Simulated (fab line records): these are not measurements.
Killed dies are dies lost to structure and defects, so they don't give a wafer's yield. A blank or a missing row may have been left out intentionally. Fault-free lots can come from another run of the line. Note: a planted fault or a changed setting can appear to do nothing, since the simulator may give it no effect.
8D (eight disciplines) problem report, filled in by code || flow sky130 || the parts of the form that need people (team, actions taken, sign-off) are left out

## 1. THE ISSUE
At SKY_LDD_P_CD_MEAS_07, cd-nm averages 253.5 nm over 6 wafers from 2 lots, while fault-free wafers read 381.1 nm, standard deviation 2.9. That puts it -44 standard deviations away from the usual mean.
The step: target cd 380 nm.
Seen first at day 23 08:31 on cd-sem-01, wafer L401.3. The record has a number at this step for 39 wafers belonging to 13 lots. Rule for "out", or "out of limits": more than 4 standard deviations from the usual mean. All remaining wafers that have a number are taken as sound.

## 2. WHAT THIS IS AND IS NOT
{"question": "which readings at this step", "is": "cd-nm", "is not": "-"}
{"question": "which lots", "is": "L401, L403", "is not": "L392, L393, L395, L396, L397, L402, L409, L410, L411, L412, L413"}
{"question": "which wafers of those lots", "is": "all that have a number", "is not": "-"}
{"question": "read on which gauges", "is": "cd-sem-01, cd-sem-02", "is not": "-"}
{"question": "when", "is": "from day 23 08:31", "is not": "up to then (15 sound wafers); but 18 sound wafers of L402, L409, L410, L411, L412, L413 came after"}

## 3. SUSPECTS, AND WHAT RULES EACH OUT
Counting: any tool at a process step up to the reading is kept as a suspect provided that every lot that is out went through it and no sound lot did after the first of them.
- the gauge at SKY_LDD_P_CD_MEAS_07 has been ruled out. Those wafers that are out were read across 2 gauges (cd-sem-01, cd-sem-02).
- litho-track-01 at SKY_LDD_P_DEVELOP_06 (develop time 60 s): ruled out as a lasting fault. Following L401 (day 23 08:23), the first lot on it that is out, the sound lots L412 were run on it.
Left after counting: nothing in the record.

## 4. THE CAUSE (what the simulator had put in)
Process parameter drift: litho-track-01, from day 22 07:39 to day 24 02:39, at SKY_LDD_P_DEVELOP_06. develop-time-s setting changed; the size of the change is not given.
Counting ruled it out, wrongly: the rule takes a fault to strike every lot that its tool runs from its start on, and this one did not.

## 5. THE CHAIN OF EFFECTS, in route order
One row per reading whose mean, taken over the struck wafers that have a number, lies over 3 standard deviations from the usual. Scope: only readings with a usual standard deviation given in the record; hours: median across lots of the time from each lot's start at the first step in this table that gives one to its start at this step; sigmas: change in usual standard deviations.
{"hours": 0, "step": "SKY_LDD_P_CD_MEAS_07", "reading": "cd-nm", "usual": "381.1 nm", "on struck wafers": 253.5, "change": -127.6, "sigmas": -44}
Later steps that measure or inspect, where all struck wafers having a row at the step show a number for every such reading and not one has moved that far: SKY_LDD_P_OVL_MEAS_08, SKY_LDD_HVN_OVL_MEAS_07.

## 6. WHAT WOULD HAVE CAUGHT IT SOONER
The first out-of-limits reading at a measuring or inspecting step in this record came at day 23 08:31, 25 hours after the fault's start at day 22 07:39.
